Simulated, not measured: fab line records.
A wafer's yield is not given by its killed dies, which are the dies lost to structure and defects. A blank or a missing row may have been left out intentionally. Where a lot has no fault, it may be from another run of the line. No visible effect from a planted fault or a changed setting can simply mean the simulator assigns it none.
fab line records	flow sky130
record: lots: 6	wafers: 18	last-day: 49
route steps=708 shown VIA4@649 METAL5@661
lots untouched by any fault: they come from a run of this same line in which no faults occurred
start-h: the number of hours between the record's first day and the start of the first shown wafer of the lot	wait-h: how many hours have passed since the lot's step before this one	" unchanged from the row above	L1.1+2: several wafers, shown together as one row	- no value present, or no start provided	* or withheld: withheld	< > ~ a bound
route shown NAME@n: a module of which the file shows steps, and the number in the route of the first	usual: the fault-free wafers' mean and standard deviation	same: alike in all rows	chamber/n: place in a boat	sites: readings site by site	_std_site: the values' standard deviation	_edge_site: inner sites' mean taken away from outer sites' mean	radius-mm: for every site, how far away it sits from the centre of the wafer	mask NAME#n: copy n	behind: tool/chamber where the wafer was last shaped	hold: why the lot was held/for how many hours/how that ended	device: the n, p or np transistor that did not switch	end of line: the tests these same wafers got at the end of their route	a step without rows: its recipe alone	killed: at the first sort, the dies lost to defects and structure; wafer yield is something else	map: the dies of a wafer, with x for killed, . for not killed, _ for no die there
set.NAME: the setting as run; set.NAME@STEP: as run at that earlier step	model.NAME: the simulator's own value behind a step, which no gauge read
lots at selected steps of the route; one table per step, one row per wafer
services: when a tool's chamber went out of use (start-h, in hours from the record's first day, below 0 if earlier), for how many hours, and the reason
== steps ==
step: SKY_VIA4_DEVELOP_10
recipe: resist: NOVOLAK	developer: TMAH	develop-time-s: 60	dev-temp-c: 23
step: SKY_VIA4_OVL_MEAS_11
usual: VIA4_OVL: 1.2/1.3
lot.wafer	tool	chamber	start-h	wait-h	VIA4_OVL[nm]
L678.1	overlay-02	-	1016.57	0.1	0.1
L678.2	"	-	"	"	1.4
L678.3	"	-	"	"	1.4
L681.4	overlay-01	-	1039.15	0.1	1.7
L681.5	"	-	"	"	-0.3
L681.6	"	-	"	"	-0.3
L688.3	overlay-02	-	1080.09	0.1	0.5
L688.4	"	-	"	"	2.0
L688.6	"	-	"	"	0.7
L690.1	overlay-01	-	1089.27	0.1	1.5
L690.2	"	-	"	"	1.3
L690.5	"	-	"	"	0.9
L694.2	overlay-02	-	1117.18	0.1	3.7
L694.3	"	-	"	"	2.5
L694.6	"	-	"	"	1.2
L697.2	overlay-02	-	1127.18	0.1	-1.6
L697.5	"	-	"	"	1.2
L697.6	"	-	"	"	2.1
step: SKY_VIA4_ETCH_12
recipe: target: SiO2	chemistry: C4F8/O2/Ar	stop-on: TiN	mask-material: NOVOLAK	source-w: 1500	bias-w: 1200	pressure-mtorr: 40	c4f8-flow-sccm: withheld	O2_flow_sccm: 6	Ar_flow_sccm: 300	time-s: withheld	target-depth-a: 5800
usual: oes-product-au: 0.926/0.0046
lot.wafer	tool	chamber	start-h	wait-h	oes-product-au
L678.1	rie-diel-01	2	1016.61	0.0	0.929
L678.2	"	0	"	"	0.927
L678.3	"	1	"	"	0.923
L681.4	rie-diel-04	0	1039.17	0.0	0.921
L681.5	"	3	"	"	0.926
L681.6	"	0	"	"	0.923
L688.3	rie-diel-01	0	1080.11	0.0	0.924
L688.4	"	2	"	"	0.930
L688.6	"	1	"	"	0.930
L690.1	rie-diel-01	0	1089.31	0.0	0.927
L690.2	"	2	"	"	0.919
L690.5	"	1	"	"	0.935
L694.2	rie-diel-03	1	1117.21	0.0	0.927
L694.3	"	3	"	"	0.933
L694.6	"	3	"	"	0.920
L697.2	rie-diel-01	0	1127.21	0.0	0.925
L697.5	"	1	"	"	0.917
L697.6	"	2	"	"	0.930
step: SKY_VIA4_STRIP_13
recipe: chemistry: O2/N2	power-w: 1400	pressure-mtorr: 1500	platen-temp-c: withheld	o2-flow-sccm: 3000	n2-flow-sccm: 300	overash-fraction: 0.5
usual: drypump-motor-current-A: 5.65/0.18	oes-product-au: 0.709/0.0048	strip-time-to-endpoint-s: 12.801/0.029
lot.wafer	tool	chamber	start-h	wait-h	drypump-motor-current-A	oes-product-au	rf-hours-counter-h	strip-time-to-endpoint-s
L678.1	plasma-asher-01	0	1016.68	-	5.46	0.714	59	12.765
L678.2	"	1	"	"	5.74	0.717	59	12.778
L678.3	"	0	"	"	5.48	0.712	-	12.844
L681.4	plasma-asher-04	0	1039.28	-	5.76	0.710	-	12.743
L681.5	"	0	"	"	5.75	0.710	-	12.834
L681.6	"	1	"	"	5.87	0.715	-	12.810
L688.3	plasma-asher-03	1	1080.22	-	5.41	0.710	-	12.761
L688.4	"	0	"	"	5.84	0.708	-	12.789
L688.6	"	0	"	"	5.82	0.709	-	12.846
L690.1	plasma-asher-01	0	1089.38	-	5.48	0.717	66	12.771
L690.2	"	1	"	"	5.77	0.716	66	12.800
L690.5	"	0	"	"	5.48	0.719	-	12.798
L694.2	plasma-asher-03	0	1117.28	-	5.84	0.714	36	12.873
L694.3	"	0	"	"	5.82	0.708	-	12.824
L694.6	"	1	"	"	5.40	0.702	-	12.790
L697.2	plasma-asher-04	0	1127.28	-	5.75	0.716	6	12.770
L697.5	"	0	"	"	5.75	0.711	-	12.815
L697.6	"	1	"	"	5.86	0.715	-	12.832
step: SKY_VIA4_STRIP_14
recipe: chemistry: post-etch-residue-remover	time-s: 1200	temp-c: 72.5
step: SKY_VIA4_CLEAN_15
recipe: chemistry: IPA	time-s: 180	temp-c: 25
step: SKY_VIA4_CLEAN_16
recipe: chemistry: O3/DIW	dry: n2-spin
step: SKY_VIA4_SPUTTER_17
recipe: material: TiN	target-thk-nm: 20	chamber-pressure-pa: 5	power-w: 4000	time-s: 80
usual: cathode-dc-power-W: 3999.9/0.76	chamber-pressure-pa: 5.001/0.011	throttle-valve-pct: 30.3/0.73
same: time-s: 80
lot.wafer	tool	chamber	start-h	wait-h	cathode-dc-power-W	chamber-pressure-pa	throttle-valve-pct
L678.1	pvd-sputter-01	-	1017.27	0.0	3999.7	5.002	30.1
L678.2	"	-	"	"	4001.3	4.992	30.8
L678.3	"	-	"	"	4000.2	4.997	30.0
L681.4	pvd-sputter-01	-	1039.83	0.0	3999.0	5.009	29.9
L681.5	"	-	"	"	4000.5	4.992	31.1
L681.6	"	-	"	"	4000.0	4.995	30.1
L688.3	pvd-sputter-04	-	1080.80	0.0	4000.4	5.009	31.5
L688.4	"	-	"	"	3999.4	5.021	30.1
L688.6	"	-	"	"	4000.5	4.999	30.1
L690.1	pvd-sputter-02	-	1090.02	0.0	4000.4	4.998	31.4
L690.2	"	-	"	"	3999.7	5.008	29.9
L690.5	"	-	"	"	4000.5	4.999	29.1
L694.2	pvd-sputter-04	-	1117.88	0.0	3999.2	5.004	29.8
L694.3	"	-	"	"	4001.0	5.002	31.8
L694.6	"	-	"	"	4000.1	4.990	29.4
L697.2	pvd-sputter-01	-	1128.31	0.0	4000.2	5.006	30.1
L697.5	"	-	"	"	4000.8	5.005	30.2
L697.6	"	-	"	"	3999.2	5.002	30.8
step: SKY_VIA4_CVD_18
recipe: material: W	target-thk-nm: 505	time-s: 152.14	temp-c: 400	pressure-torr: 40
usual: heater-power-w: 816/76
same: time-s: 152.14
lot.wafer	tool	chamber	start-h	wait-h	heater-power-w
L678.1	cvd-w-01	0	1017.33	0.0	861
L678.2	"	1	"	"	910
L678.3	"	1	"	"	919
L681.4	cvd-w-02	0	1039.95	0.1	725
L681.5	"	1	"	"	799
L681.6	"	0	"	"	732
L688.3	cvd-w-02	1	1080.91	0.1	792
L688.4	"	0	"	"	719
L688.6	"	1	"	"	780
L690.1	cvd-w-02	0	1090.08	0.0	733
L690.2	"	1	"	"	797
L690.5	"	1	"	"	760
L694.2	cvd-w-02	0	1117.94	0.0	726
L694.3	"	0	"	"	731
L694.6	"	1	"	"	770
L697.2	cvd-w-01	1	1128.37	0.0	915
L697.5	"	0	"	"	874
L697.6	"	1	"	"	902
step: SKY_VIA4_RS_MEAS_19
recipe: thk-meas-gauge: four-point-probe	reads: W_of_VIA4_CVD_18+TiN_of_VIA4_SPUTTER_17
usual: VIA4_W_RS: 0.2279/0.0023
lot.wafer	tool	chamber	start-h	wait-h	VIA4_W_RS[ohm/sq]
L678.1	film-metro-03	-	1017.48	0.1	0.2311
L678.2	"	-	"	"	0.2289
L678.3	"	-	"	"	0.2280
L681.4	film-metro-03	-	1040.11	0.1	0.2288
L681.5	"	-	"	"	0.2230
L681.6	"	-	"	"	0.2281
L688.3	film-metro-03	-	1081.05	0.1	0.2269
L688.4	"	-	"	"	0.2227
L688.6	"	-	"	"	0.2259
L690.1	film-metro-01	-	1090.23	0.1	0.2323
L690.2	"	-	"	"	0.2297
L690.5	"	-	"	"	0.2326
L694.2	film-metro-01	-	1118.11	0.1	0.2262
L694.3	"	-	"	"	0.2262
L694.6	"	-	"	"	0.2287
L697.2	film-metro-03	-	1128.54	0.1	0.2260
L697.5	"	-	"	"	0.2284
L697.6	"	-	"	"	0.2268
step: SKY_VIA4_THK_MEAS_20
recipe: thk-meas-gauge: xrf	reads: W_of_VIA4_CVD_18
usual: VIA4_W_THK: 496/6.6
lot.wafer	tool	chamber	start-h	wait-h	VIA4_W_THK[nm]
L678.1	film-metro-03	-	1017.60	0.1	487
L678.2	"	-	"	"	491
L678.3	"	-	"	"	493
L681.4	film-metro-03	-	1040.20	0.1	497
L681.5	"	-	"	"	509
L681.6	"	-	"	"	501
L688.3	film-metro-03	-	1081.15	0.1	498
L688.4	"	-	"	"	505
L688.6	"	-	"	"	497
L690.1	film-metro-01	-	1090.35	0.1	491
L690.2	"	-	"	"	493
L690.5	"	-	"	"	485
L694.2	film-metro-01	-	1118.22	0.1	496
L694.3	"	-	"	"	501
L694.6	"	-	"	"	498
L697.2	film-metro-03	-	1128.65	0.1	496
L697.5	"	-	"	"	489
L697.6	"	-	"	"	498
step: SKY_VIA4_CMP_21
recipe: stop-on: SiO2	t-overpolish-s: 25	down-force-psi: 3.5	platen-rpm: 60	target-thk-nm: 0	pad-velocity-m-s: 0.94248
step: SKY_METAL5_SPUTTER_00
recipe: material: Ti	target-thk-nm: 15	power-w: 3000	time-s: 10	chamber-pressure-pa: 0.4
usual: cathode-dc-power-W: 3000.1/0.52	chamber-pressure-pa: 0.4000/0.00078	throttle-valve-pct: 30.1/0.68
same: time-s: 10
lot.wafer	tool	chamber	start-h	wait-h	cathode-dc-power-W	chamber-pressure-pa	throttle-valve-pct	model.Ti_of_METAL5_SPUTTER_00.thk-nm
L678.1	pvd-sputter-03	-	1018.05	0.2	3000.2	0.3997	30.1	15.32
L678.2	"	-	"	"	3000.0	0.3989	29.7	15.28
L678.3	"	-	"	"	2999.7	0.3998	30.1	15.36
L681.4	pvd-sputter-03	-	1040.53	0.2	3000.2	0.3987	30.0	15.38
L681.5	"	-	"	"	2999.6	0.4001	29.5	15.27
L681.6	"	-	"	"	3000.8	0.3994	30.2	15.53
L688.3	pvd-sputter-03	-	1081.60	0.1	2722.5	0.3992	30.0	13.56
L688.4	"	-	"	"	2723.0	0.4005	30.2	13.45
L688.6	"	-	"	"	2722.5	0.4005	31.0	13.22
L690.1	pvd-sputter-03	-	1090.71	0.1	2722.7	0.3991	30.8	13.66
L690.2	"	-	"	"	2723.7	0.4001	29.6	13.76
L690.5	"	-	"	"	2723.6	0.4015	30.1	13.8
L694.2	pvd-sputter-01	-	1118.57	0.2	2999.4	0.4003	30.9	14.86
L694.3	"	-	"	"	3000.1	0.3996	30.7	14.81
L694.6	"	-	"	"	2999.2	0.3996	29.9	14.83
L697.2	pvd-sputter-02	-	1129.00	0.1	2999.4	0.3993	31.3	15.05
L697.5	"	-	"	"	2999.9	0.4014	29.1	14.98
L697.6	"	-	"	"	3000.5	0.4000	29.8	15
step: SKY_METAL5_SPUTTER_01
recipe: material: TiN	target-thk-nm: 20	power-w: 6500	time-s: 16.7	chamber-pressure-pa: 0.4
usual: cathode-dc-power-W: 6499.8/1.2	chamber-pressure-pa: 0.3999/0.00079	throttle-valve-pct: 30.1/0.69
same: time-s: 16.7
lot.wafer	tool	chamber	start-h	wait-h	cathode-dc-power-W	chamber-pressure-pa	throttle-valve-pct
L678.1	pvd-sputter-03	-	1018.07	0.0	6502.1	0.4020	30.2
L678.2	"	-	"	"	6499.1	0.3997	29.7
L678.3	"	-	"	"	6499.3	0.3988	30.2
L681.4	pvd-sputter-03	-	1040.55	0.0	6499.3	0.3995	29.9
L681.5	"	-	"	"	6499.2	0.4002	29.6
L681.6	"	-	"	"	6500.2	0.3995	30.2
L688.3	pvd-sputter-03	-	1081.63	0.0	6499.0	0.3986	30.1
L688.4	"	-	"	"	6499.3	0.3985	30.1
L688.6	"	-	"	"	6500.6	0.3993	31.0
L690.1	pvd-sputter-03	-	1090.73	0.0	6502.5	0.4016	31.0
L690.2	"	-	"	"	6499.1	0.4004	29.4
L690.5	"	-	"	"	6499.8	0.4009	29.9
L694.2	pvd-sputter-01	-	1118.59	0.0	6500.0	0.3997	31.0
L694.3	"	-	"	"	6499.6	0.3995	30.8
L694.6	"	-	"	"	6501.0	0.3996	29.8
L697.2	pvd-sputter-02	-	1129.02	0.0	6501.0	0.4009	31.6
L697.5	"	-	"	"	6498.3	0.4005	29.2
L697.6	"	-	"	"	6499.2	0.4012	29.7
== services ==
tool	chamber	start-h	hours	kind
pvd-sputter-04	-	1002.12	4.5	repair
rie-diel-03	3	1003.14	3.2	repair
cvd-w-01	0	1005.84	2.9	repair
cvd-w-02	1	1021.33	5.4	repair
rie-diel-01	-	1028.10	4.2	repair
pvd-sputter-01	-	1046.20	4.0	repair
rie-diel-01	1	1053.00	20.2	repair
pvd-sputter-02	-	1054.42	3.2	repair
plasma-asher-04	-	1055.25	9.0	pm
rie-diel-01	-	1056.77	2.8	pm
rie-diel-04	3	1062.01	1.8	repair
rie-diel-04	3	1066.56	6.9	repair
pvd-sputter-03	2	1090.88	-	consumable-replace:kit
pvd-sputter-03	2	1090.88	18.0	scheduled-down
pvd-sputter-03	2	1090.88	18.0	vent-cycle
pvd-sputter-04	-	1093.18	4.2	repair
plasma-asher-04	-	1094.92	4.0	repair
cvd-w-01	-	1097.49	0.8	repair
cvd-w-01	0	1106.03	15.8	repair
pvd-sputter-02	-	1111.53	1.7	repair
rie-diel-03	2	1115.20	13.1	repair
pvd-sputter-01	3	1118.73	-	consumable-replace:kit
pvd-sputter-01	3	1118.73	18.0	scheduled-down
pvd-sputter-01	3	1118.73	18.0	vent-cycle
== key ==
first-sign: step: SKY_METAL5_SPUTTER_00	reading: cathode-dc-power-W	direction: down	sigmas: 99+	usual: 3000.1	struck: 2723.0
effect none on later readings
model-effect: step: SKY_METAL5_SPUTTER_00	value: Ti_of_METAL5_SPUTTER_00.thk-nm	without: 14.96	struck: 13.57
met-at SKY_METAL5_SPUTTER_00
struck-wafers L688.3,L688.4,L688.6,L690.1,L690.2,L690.5
onset-between 1040.53 1081.60
fault: kind: process-parameter-drift	tool: pvd-sputter-03	chamber: -	onset-h: 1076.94	steps: SKY_METAL5_SPUTTER_00	channel: power-w	offset: *	shape: step	end-h: 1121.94	acts-in: *	stated: *
